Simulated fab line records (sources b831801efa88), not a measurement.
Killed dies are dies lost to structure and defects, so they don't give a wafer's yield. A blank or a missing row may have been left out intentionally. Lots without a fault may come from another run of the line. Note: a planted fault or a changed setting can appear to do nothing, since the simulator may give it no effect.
Which tool did it? ; flow sky130 ; 12 lots, 36 wafers sampled, at 4 steps of a route of 708

## WHAT THE GAUGES SHOWED, per wafer
SKY_FIELD_ISO_CD_MEAS_13: the cd target is 150 nm.
lot;measured;on;cdNm (nm)
L496;day 3 21:01;cdSem-01;152.4 150.3 150.2
L497;day 4 01:20;cdSem-01;150.3 151.0 150.9
L500;day 4 18:21;cdSem-01;150.2 152.6 152.2
L501;day 4 22:53;cdSem-02;148.8 148.8 148.7
L502;day 5 03:51;cdSem-01;149.3 148.5 147.5
L503;day 5 09:19;cdSem-02;149.7 148.3 148.4
L504;day 5 17:04;cdSem-02;148.6 148.7 148.0
L505;day 5 20:10;cdSem-02;149.2 150.6 150.6
L506;day 6 00:25;cdSem-01;149.0 149.4 149.1
L508;day 6 14:49;cdSem-02;148.7 149.3 147.1
L510;day 6 21:20;cdSem-02;148.6 150.0 148.8
L511;day 7 03:55;cdSem-01;149.7 149.5 148.6

SKY_NWELL_TW_MEAS_26.
lot;measured;on;NWELL_2_TW
L496;day 7 01:35;filmMetro-01;499 496 496
L497;day 7 05:08;filmMetro-03;497 498 499
L500;day 8 04:53;filmMetro-02;498 496 498
L501;day 8 08:22;filmMetro-01;494 501 496
L502;day 8 15:11;filmMetro-01;502 500 500
L503;day 8 20:54;filmMetro-02;499 497 497
L504;day 9 06:43;filmMetro-01;502 501 501
L505;day 9 11:35;filmMetro-02;497 496 496
L506;day 9 16:42;filmMetro-03;514 511 511 508 512 511
L508;day 10 11:01;filmMetro-03;523 523 522 523 522 522
L510;day 10 17:18;filmMetro-01;501 498 499
L511;day 11 04:07;filmMetro-02;495 496 496

## EACH LOT AND THE TOOL THAT RAN IT (in order: tool; ch and the chambers of the sampled wafers; start)
lot;SKY_FIELD_ISO_ETCH_17;SKY_NWELL_IMPLANT_24
L496;rieSi-01 ch 0,2,3, day 3 21:19;implanter-02 ch 0, day 7 01:21
L497;rieSi-02 ch 2,3, day 4 01:37;implanter-02 ch 0, day 7 04:55
L500;rieSi-01 ch 0,1,3, day 4 18:40;implanter-03 ch 0, day 8 04:38
L501;rieSi-02 ch 0,2,3, day 4 23:13;implanter-02 ch 0, day 8 08:07
L502;rieSi-01 ch 0,1,3, day 5 04:10;implanter-02 ch 0, day 8 14:56
L503;rieSi-02 ch 1,2, day 5 09:37;implanter-02 ch 0, day 8 20:40
L504;rieSi-01 ch 0,1,2, day 5 17:27;implanter-01 ch 0, day 9 06:28
L505;rieSi-02 ch 0,2,3, day 5 20:28;implanter-01 ch 0, day 9 11:21
L506;rieSi-01 ch 0,2,3, day 6 00:44;implanter-02 ch 0, day 9 16:26
L508;rieSi-01 ch 0,1,2, day 6 15:08;implanter-02 ch 0, day 10 10:46
L510;rieSi-01 ch 0,1,3, day 6 21:37;implanter-01 ch 0, day 10 17:05
L511;rieSi-02 ch 0,1,2, day 7 04:13;implanter-01 ch 0, day 11 03:53
- SKY_FIELD_ISO_ETCH_17: etches Si in HBr/Cl2/O2, target depth 342 nm, time 97.7 s.
- SKY_NWELL_IMPLANT_24

## WHAT THE TOOLS THEMSELVES READ (means of the sampled wafers that have a number; where no wafer has one, the mark that the record gives instead)
SKY_FIELD_ISO_ETCH_17.
lot;tool;drypumpMotorCurrentA (A);oesProductAu (a.u.);throttleValvePct (%)
L496;rieSi-01;5.7;1.014;25.634
L497;rieSi-02;5.5;1.024;25.643
L500;rieSi-01;5.8;1.004;25.655
L501;rieSi-02;5.3;1.027;25.650
L502;rieSi-01;5.8;1.003;25.655
L503;rieSi-02;5.2;1.008;25.647
L504;rieSi-01;5.6;1.012;25.648
L505;rieSi-02;5.2;1.028;25.639
L506;rieSi-01;5.7;1.008;25.657
L508;rieSi-01;5.7;0.997;25.652
L510;rieSi-01;5.8;0.992;25.666
L511;rieSi-02;5.1;1.012;25.644

SKY_NWELL_IMPLANT_24.
lot;tool;doseIonsCm2;faradayCurrentUA
L496;implanter-02;9.2e+12;50.2
L497;implanter-02;9.2e+12;51.3
L500;implanter-03;9.2e+12;50.8
L501;implanter-02;9.2e+12;50.9
L502;implanter-02;9.2e+12;53.0
L503;implanter-02;9.2e+12;52.2
L504;implanter-01;9.2e+12;51.7
L505;implanter-01;9.2e+12;52.6
L506;implanter-02;1.0e+13;57.2
L508;implanter-02;1.0e+13;58.2
L510;implanter-01;9.2e+12;52.1
L511;implanter-01;9.2e+12;52.6

## THE ANSWER, worked out from the rows above alone
Rule: what is usual is taken from the lots themselves. The widest of any qualifying gaps counts: lots, ordered by their means at a reading, are off when they make up no more than a third of the lots, leave a main group of 4 or more, and stand apart from it by 3 or more times the standard deviation of that group's means. The tables above print the reading to a certain number of digits; a main group whose means all agree to those digits is not used. A lot without any number at a reading at which 4 lots or more have one is off too. The other lots that the step has rows for count as sound. Order of review: gauges by route order, followed by the tools' own readings, for which a lot's mean as printed above is used. At the first step where some lot is off, the reading lying furthest off is the one used; lots without a number count as furthest.
Off: at SKY_NWELL_TW_MEAS_26 (NWELL_2_TW), L506, L508. Mean 498 and standard deviation 1.8 in the main group.
A tool fits if, at a process step before that reading, it ran every lot that is off, and no sound lot after the first of them. The gauges at SKY_NWELL_TW_MEAS_26 aren't tried: what is off there is off at SKY_NWELL_IMPLANT_24 too, on other tools, and a gauge's error can't cause that. One fits: implanter-02 at SKY_NWELL_IMPLANT_24. Its last sound lot is L503 (day 8 20:40), its first lot that is off L506 (day 9 16:26): a fault that began between those two fits.
The tool's own readings at SKY_NWELL_IMPLANT_24 bear it out: on the lots that are off they differ by more than 5 times the standard deviation of the sound lots' means. doseIonsCm2 reads 1.0e+13 there against 9.2e+12 on the sound lots; faradayCurrentUA reads 57.7 there against 51.7 on the sound lots.

## WHAT THE SIMULATOR PUT IN
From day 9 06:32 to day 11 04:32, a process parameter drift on implanter-02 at SKY_NWELL_IMPLANT_24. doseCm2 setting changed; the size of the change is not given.
Struck lots among those shown: L506, L508. The rule above reached the same finding.
